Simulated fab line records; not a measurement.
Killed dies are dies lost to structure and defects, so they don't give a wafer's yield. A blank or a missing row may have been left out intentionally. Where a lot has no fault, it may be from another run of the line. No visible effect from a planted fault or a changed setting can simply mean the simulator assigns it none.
Which tool was responsible? || flow gf180mcu || 24 lots, 72 wafers sampled, at 4 steps of a route of 602

## WHAT THE GAUGES SHOWED, per wafer
GF_STI_CD_MEAS_12 targets a cd of 220 nm.
{"lot": "L074", "measured": "day 2 00:20", "on": "cd-sem-02", "cd-nm (nm)": "222.7 222.1 220.8"}
{"lot": "L075", "measured": "day 2 07:39", "on": "cd-sem-02", "cd-nm (nm)": "219.2 219.9 219.0"}
{"lot": "L076", "measured": "day 2 13:08", "on": "cd-sem-01", "cd-nm (nm)": "221.5 222.1 220.5"}
{"lot": "L077", "measured": "day 2 17:20", "on": "cd-sem-02", "cd-nm (nm)": "221.2 220.3 220.1"}
{"lot": "L078", "measured": "day 2 22:38", "on": "cd-sem-02", "cd-nm (nm)": "218.2 219.8 218.8"}
{"lot": "L079", "measured": "day 3 06:20", "on": "cd-sem-02", "cd-nm (nm)": "219.4 219.1 219.2"}
{"lot": "L080", "measured": "day 3 13:35", "on": "cd-sem-02", "cd-nm (nm)": "222.0 220.8 220.7"}
{"lot": "L081", "measured": "day 3 13:39", "on": "cd-sem-01", "cd-nm (nm)": "219.9 219.9 220.0"}
{"lot": "L082", "measured": "day 3 23:43", "on": "cd-sem-02", "cd-nm (nm)": "220.1 220.4 219.4"}
{"lot": "L083", "measured": "day 3 23:47", "on": "cd-sem-01", "cd-nm (nm)": "219.9 219.9 220.3"}
{"lot": "L084", "measured": "day 4 05:47", "on": "cd-sem-01", "cd-nm (nm)": "220.1 220.5 219.7"}
{"lot": "L085", "measured": "day 4 10:35", "on": "cd-sem-02", "cd-nm (nm)": "218.4 219.3 219.4"}
{"lot": "L086", "measured": "day 4 14:29", "on": "cd-sem-02", "cd-nm (nm)": "219.9 221.5 220.9"}
{"lot": "L087", "measured": "day 4 21:28", "on": "cd-sem-02", "cd-nm (nm)": "220.8 219.5 219.5"}
{"lot": "L088", "measured": "day 5 06:45", "on": "cd-sem-02", "cd-nm (nm)": "219.7 219.1 220.2"}
{"lot": "L089", "measured": "day 5 07:23", "on": "cd-sem-02", "cd-nm (nm)": "219.1 219.1 219.2"}
{"lot": "L090", "measured": "day 5 11:32", "on": "cd-sem-02", "cd-nm (nm)": "219.7 219.5 218.7"}
{"lot": "L091", "measured": "day 5 16:26", "on": "cd-sem-02", "cd-nm (nm)": "219.8 221.3 220.3"}
{"lot": "L092", "measured": "day 5 21:33", "on": "cd-sem-01", "cd-nm (nm)": "221.5 220.8 220.6"}
{"lot": "L093", "measured": "day 6 04:05", "on": "cd-sem-01", "cd-nm (nm)": "221.0 222.7 222.2"}
{"lot": "L094", "measured": "day 6 08:23", "on": "cd-sem-01", "cd-nm (nm)": "220.4 221.3 221.5"}
{"lot": "L095", "measured": "day 6 14:01", "on": "cd-sem-01", "cd-nm (nm)": "222.3 220.9 220.7"}
{"lot": "L096", "measured": "day 6 18:22", "on": "cd-sem-01", "cd-nm (nm)": "219.5 218.6 220.0"}
{"lot": "L097", "measured": "day 7 00:23", "on": "cd-sem-01", "cd-nm (nm)": "221.4 221.0 220.7"}

GF_V3_RS_MEAS_24: the measuring method here is four-point-probe.
{"lot": "L074", "measured": "day 21 22:00", "on": "film-metro-04", "V3_W_RS (ohm/sq)": "0.335 0.320 0.322"}
{"lot": "L075", "measured": "day 23 06:01", "on": "film-metro-02", "V3_W_RS (ohm/sq)": "0.327 0.332 0.328"}
{"lot": "L076", "measured": "day 23 21:43", "on": "film-metro-04", "V3_W_RS (ohm/sq)": "0.323 0.335 0.323"}
{"lot": "L077", "measured": "day 23 22:31", "on": "film-metro-02", "V3_W_RS (ohm/sq)": "0.325 0.326 0.333"}
{"lot": "L078", "measured": "day 24 12:49", "on": "film-metro-02", "V3_W_RS (ohm/sq)": "0.331 0.326 0.333"}
{"lot": "L079", "measured": "day 24 23:41", "on": "film-metro-02", "V3_W_RS (ohm/sq)": "0.322 0.336 0.320"}
{"lot": "L080", "measured": "day 25 06:10", "on": "film-metro-03", "V3_W_RS (ohm/sq)": "0.315 0.329 0.333"}
{"lot": "L081", "measured": "day 25 06:09", "on": "film-metro-04", "V3_W_RS (ohm/sq)": "0.334 0.331 0.331"}
{"lot": "L082", "measured": "day 25 17:06", "on": "film-metro-04", "V3_W_RS (ohm/sq)": "0.314 0.316 0.318"}
{"lot": "L083", "measured": "day 25 18:50", "on": "film-metro-02", "V3_W_RS (ohm/sq)": "0.335 0.337 0.338"}
{"lot": "L084", "measured": "day 26 12:28", "on": "film-metro-03", "V3_W_RS (ohm/sq)": "0.331 0.330 0.329"}
{"lot": "L085", "measured": "day 26 21:01", "on": "film-metro-02", "V3_W_RS (ohm/sq)": "0.330 0.333 0.338"}
{"lot": "L086", "measured": "day 27 02:20", "on": "film-metro-04", "V3_W_RS (ohm/sq)": "0.332 0.327 0.326"}
{"lot": "L087", "measured": "day 27 01:03", "on": "film-metro-03", "V3_W_RS (ohm/sq)": "0.319 0.336 0.320"}
{"lot": "L088", "measured": "day 27 16:50", "on": "film-metro-02", "V3_W_RS (ohm/sq)": "0.339 0.323 0.320"}
{"lot": "L089", "measured": "day 28 01:31", "on": "film-metro-02", "V3_W_RS (ohm/sq)": "0.336 0.322 0.336"}
{"lot": "L090", "measured": "day 28 02:13", "on": "film-metro-04", "V3_W_RS (ohm/sq)": "0.320 0.330 0.324"}
{"lot": "L091", "measured": "day 28 04:07", "on": "film-metro-02", "V3_W_RS (ohm/sq)": "0.329 0.329 0.331"}
{"lot": "L092", "measured": "day 28 19:19", "on": "film-metro-02", "V3_W_RS (ohm/sq)": "0.327 0.338 0.323"}
{"lot": "L093", "measured": "day 28 20:12", "on": "film-metro-04", "V3_W_RS (ohm/sq)": "0.337 0.323 0.319"}
{"lot": "L094", "measured": "day 29 01:24", "on": "film-metro-04", "V3_W_RS (ohm/sq)": "0.335 0.338 0.320"}
{"lot": "L095", "measured": "day 29 10:37", "on": "film-metro-02", "V3_W_RS (ohm/sq)": "0.332 0.329 0.324"}
{"lot": "L096", "measured": "day 29 13:11", "on": "film-metro-02", "V3_W_RS (ohm/sq)": "0.325 0.325 0.332"}
{"lot": "L097", "measured": "day 29 18:48", "on": "film-metro-03", "V3_W_RS (ohm/sq)": "0.329 0.337 0.333"}

## WHAT TOOL EACH LOT RAN ON (gives the tool, then ch and the chambers of the sampled wafers, and finally the start)
{"lot": "L074", "GF_CONTACT_SPUTTER_22": "pvd-sputter-04, day 15 14:04", "GF_M1_SPUTTER_04": "pvd-sputter-01, day 15 14:55"}
{"lot": "L075", "GF_CONTACT_SPUTTER_22": "pvd-sputter-02, day 16 20:40", "GF_M1_SPUTTER_04": "pvd-sputter-01, day 16 21:31"}
{"lot": "L076", "GF_CONTACT_SPUTTER_22": "pvd-sputter-04, day 17 12:09", "GF_M1_SPUTTER_04": "pvd-sputter-02, day 17 13:01"}
{"lot": "L077", "GF_CONTACT_SPUTTER_22": "pvd-sputter-03, day 17 14:04", "GF_M1_SPUTTER_04": "pvd-sputter-02, day 17 14:56"}
{"lot": "L078", "GF_CONTACT_SPUTTER_22": "pvd-sputter-04, day 18 04:38", "GF_M1_SPUTTER_04": "pvd-sputter-02, day 18 05:30"}
{"lot": "L079", "GF_CONTACT_SPUTTER_22": "pvd-sputter-03, day 18 16:44", "GF_M1_SPUTTER_04": "pvd-sputter-01, day 18 17:36"}
{"lot": "L080", "GF_CONTACT_SPUTTER_22": "pvd-sputter-03, day 18 23:53", "GF_M1_SPUTTER_04": "pvd-sputter-02, day 19 00:45"}
{"lot": "L081", "GF_CONTACT_SPUTTER_22": "pvd-sputter-03, day 18 22:42", "GF_M1_SPUTTER_04": "pvd-sputter-02, day 18 23:34"}
{"lot": "L082", "GF_CONTACT_SPUTTER_22": "pvd-sputter-03, day 19 13:21", "GF_M1_SPUTTER_04": "pvd-sputter-01, day 19 14:13"}
{"lot": "L083", "GF_CONTACT_SPUTTER_22": "pvd-sputter-03, day 19 16:29", "GF_M1_SPUTTER_04": "pvd-sputter-03, day 19 17:21"}
{"lot": "L084", "GF_CONTACT_SPUTTER_22": "pvd-sputter-04, day 20 10:07", "GF_M1_SPUTTER_04": "pvd-sputter-03, day 20 10:58"}
{"lot": "L085", "GF_CONTACT_SPUTTER_22": "pvd-sputter-02, day 20 18:51", "GF_M1_SPUTTER_04": "pvd-sputter-03, day 20 19:43"}
{"lot": "L086", "GF_CONTACT_SPUTTER_22": "pvd-sputter-04, day 21 02:16", "GF_M1_SPUTTER_04": "pvd-sputter-03, day 21 03:07"}
{"lot": "L087", "GF_CONTACT_SPUTTER_22": "pvd-sputter-04, day 20 23:04", "GF_M1_SPUTTER_04": "pvd-sputter-02, day 20 23:56"}
{"lot": "L088", "GF_CONTACT_SPUTTER_22": "pvd-sputter-02, day 21 20:19", "GF_M1_SPUTTER_04": "pvd-sputter-01, day 21 21:11"}
{"lot": "L089", "GF_CONTACT_SPUTTER_22": "pvd-sputter-03, day 22 03:48", "GF_M1_SPUTTER_04": "pvd-sputter-01, day 22 04:40"}
{"lot": "L090", "GF_CONTACT_SPUTTER_22": "pvd-sputter-04, day 22 05:42", "GF_M1_SPUTTER_04": "pvd-sputter-03, day 22 06:34"}
{"lot": "L091", "GF_CONTACT_SPUTTER_22": "pvd-sputter-04, day 22 11:33", "GF_M1_SPUTTER_04": "pvd-sputter-01, day 22 12:25"}
{"lot": "L092", "GF_CONTACT_SPUTTER_22": "pvd-sputter-03, day 23 00:08", "GF_M1_SPUTTER_04": "pvd-sputter-03, day 23 01:00"}
{"lot": "L093", "GF_CONTACT_SPUTTER_22": "pvd-sputter-02, day 23 03:29", "GF_M1_SPUTTER_04": "pvd-sputter-03, day 23 04:21"}
{"lot": "L094", "GF_CONTACT_SPUTTER_22": "pvd-sputter-04, day 23 10:50", "GF_M1_SPUTTER_04": "pvd-sputter-02, day 23 11:42"}
{"lot": "L095", "GF_CONTACT_SPUTTER_22": "pvd-sputter-03, day 23 22:28", "GF_M1_SPUTTER_04": "pvd-sputter-03, day 23 23:37"}
{"lot": "L096", "GF_CONTACT_SPUTTER_22": "pvd-sputter-02, day 24 00:02", "GF_M1_SPUTTER_04": "pvd-sputter-02, day 24 01:17"}
{"lot": "L097", "GF_CONTACT_SPUTTER_22": "pvd-sputter-03, day 24 06:19", "GF_M1_SPUTTER_04": "pvd-sputter-01, day 24 07:22"}
- GF_CONTACT_SPUTTER_22: material Ti, target thk 15 nm, time 80.02 s.
- GF_M1_SPUTTER_04: material TiN, target thk 50 nm, time 41.7 s.

## AS READ BY THE TOOLS THEMSELVES (means over the sampled wafers that have a number; for cases with no such wafer, the mark the record gives instead)
GF_CONTACT_SPUTTER_22.
{"lot": "L074", "tool": "pvd-sputter-04", "throttle-valve-pct (%)": 30.4}
{"lot": "L075", "tool": "pvd-sputter-02", "throttle-valve-pct (%)": 30.7}
{"lot": "L076", "tool": "pvd-sputter-04", "throttle-valve-pct (%)": 30.3}
{"lot": "L077", "tool": "pvd-sputter-03", "throttle-valve-pct (%)": 29.2}
{"lot": "L078", "tool": "pvd-sputter-04", "throttle-valve-pct (%)": 30.6}
{"lot": "L079", "tool": "pvd-sputter-03", "throttle-valve-pct (%)": 30.2}
{"lot": "L080", "tool": "pvd-sputter-03", "throttle-valve-pct (%)": 29.7}
{"lot": "L081", "tool": "pvd-sputter-03", "throttle-valve-pct (%)": 30.2}
{"lot": "L082", "tool": "pvd-sputter-03", "throttle-valve-pct (%)": 29.1}
{"lot": "L083", "tool": "pvd-sputter-03", "throttle-valve-pct (%)": 29.8}
{"lot": "L084", "tool": "pvd-sputter-04", "throttle-valve-pct (%)": 29.7}
{"lot": "L085", "tool": "pvd-sputter-02", "throttle-valve-pct (%)": 30.1}
{"lot": "L086", "tool": "pvd-sputter-04", "throttle-valve-pct (%)": 30.1}
{"lot": "L087", "tool": "pvd-sputter-04", "throttle-valve-pct (%)": 29.7}
{"lot": "L088", "tool": "pvd-sputter-02", "throttle-valve-pct (%)": 30.2}
{"lot": "L089", "tool": "pvd-sputter-03", "throttle-valve-pct (%)": 28.8}
{"lot": "L090", "tool": "pvd-sputter-04", "throttle-valve-pct (%)": 29.5}
{"lot": "L091", "tool": "pvd-sputter-04", "throttle-valve-pct (%)": 29.6}
{"lot": "L092", "tool": "pvd-sputter-03", "throttle-valve-pct (%)": 29.6}
{"lot": "L093", "tool": "pvd-sputter-02", "throttle-valve-pct (%)": 31.0}
{"lot": "L094", "tool": "pvd-sputter-04", "throttle-valve-pct (%)": 30.3}
{"lot": "L095", "tool": "pvd-sputter-03", "throttle-valve-pct (%)": 29.9}
{"lot": "L096", "tool": "pvd-sputter-02", "throttle-valve-pct (%)": 30.0}
{"lot": "L097", "tool": "pvd-sputter-03", "throttle-valve-pct (%)": 28.8}

GF_M1_SPUTTER_04.
{"lot": "L074", "tool": "pvd-sputter-01", "throttle-valve-pct (%)": 29.3}
{"lot": "L075", "tool": "pvd-sputter-01", "throttle-valve-pct (%)": 29.8}
{"lot": "L076", "tool": "pvd-sputter-02", "throttle-valve-pct (%)": 30.9}
{"lot": "L077", "tool": "pvd-sputter-02", "throttle-valve-pct (%)": 30.5}
{"lot": "L078", "tool": "pvd-sputter-02", "throttle-valve-pct (%)": 30.9}
{"lot": "L079", "tool": "pvd-sputter-01", "throttle-valve-pct (%)": 29.3}
{"lot": "L080", "tool": "pvd-sputter-02", "throttle-valve-pct (%)": 31.2}
{"lot": "L081", "tool": "pvd-sputter-02", "throttle-valve-pct (%)": 29.8}
{"lot": "L082", "tool": "pvd-sputter-01", "throttle-valve-pct (%)": 29.8}
{"lot": "L083", "tool": "pvd-sputter-03", "throttle-valve-pct (%)": 29.0}
{"lot": "L084", "tool": "pvd-sputter-03", "throttle-valve-pct (%)": 30.0}
{"lot": "L085", "tool": "pvd-sputter-03", "throttle-valve-pct (%)": 30.3}
{"lot": "L086", "tool": "pvd-sputter-03", "throttle-valve-pct (%)": 29.0}
{"lot": "L087", "tool": "pvd-sputter-02", "throttle-valve-pct (%)": 30.5}
{"lot": "L088", "tool": "pvd-sputter-01", "throttle-valve-pct (%)": 30.0}
{"lot": "L089", "tool": "pvd-sputter-01", "throttle-valve-pct (%)": 29.9}
{"lot": "L090", "tool": "pvd-sputter-03", "throttle-valve-pct (%)": 30.2}
{"lot": "L091", "tool": "pvd-sputter-01", "throttle-valve-pct (%)": 29.1}
{"lot": "L092", "tool": "pvd-sputter-03", "throttle-valve-pct (%)": 29.3}
{"lot": "L093", "tool": "pvd-sputter-03", "throttle-valve-pct (%)": 30.2}
{"lot": "L094", "tool": "pvd-sputter-02", "throttle-valve-pct (%)": 30.6}
{"lot": "L095", "tool": "pvd-sputter-03", "throttle-valve-pct (%)": 29.6}
{"lot": "L096", "tool": "pvd-sputter-02", "throttle-valve-pct (%)": 31.2}
{"lot": "L097", "tool": "pvd-sputter-01", "throttle-valve-pct (%)": 30.0}

## THE ANSWER, worked out from the rows above alone
Rule: the usual values come from the lots themselves. Put in order of their means at a reading, lots are off if they are a third of the lots or fewer, leave a main group of 4 or more, and stand apart from it by a gap of 3 or more times the standard deviation of the main group's means; of several such gaps the widest counts. A main group is skipped when, at the precision printed for the reading in the tables above, its means are all equal. A lot without any number at a reading at which 4 lots or more have one is off too. The other lots that the step has rows for count as sound. First the gauges in route order, then the tools' own readings, where a lot's mean is used as printed above. The first step at which some lot is off is used, and at that step the reading that is off furthest; a lot without a number counts as furthest.
No lot is off at any reading shown: from this, nothing can be told.

## WHAT THE SIMULATOR HAD INSERTED
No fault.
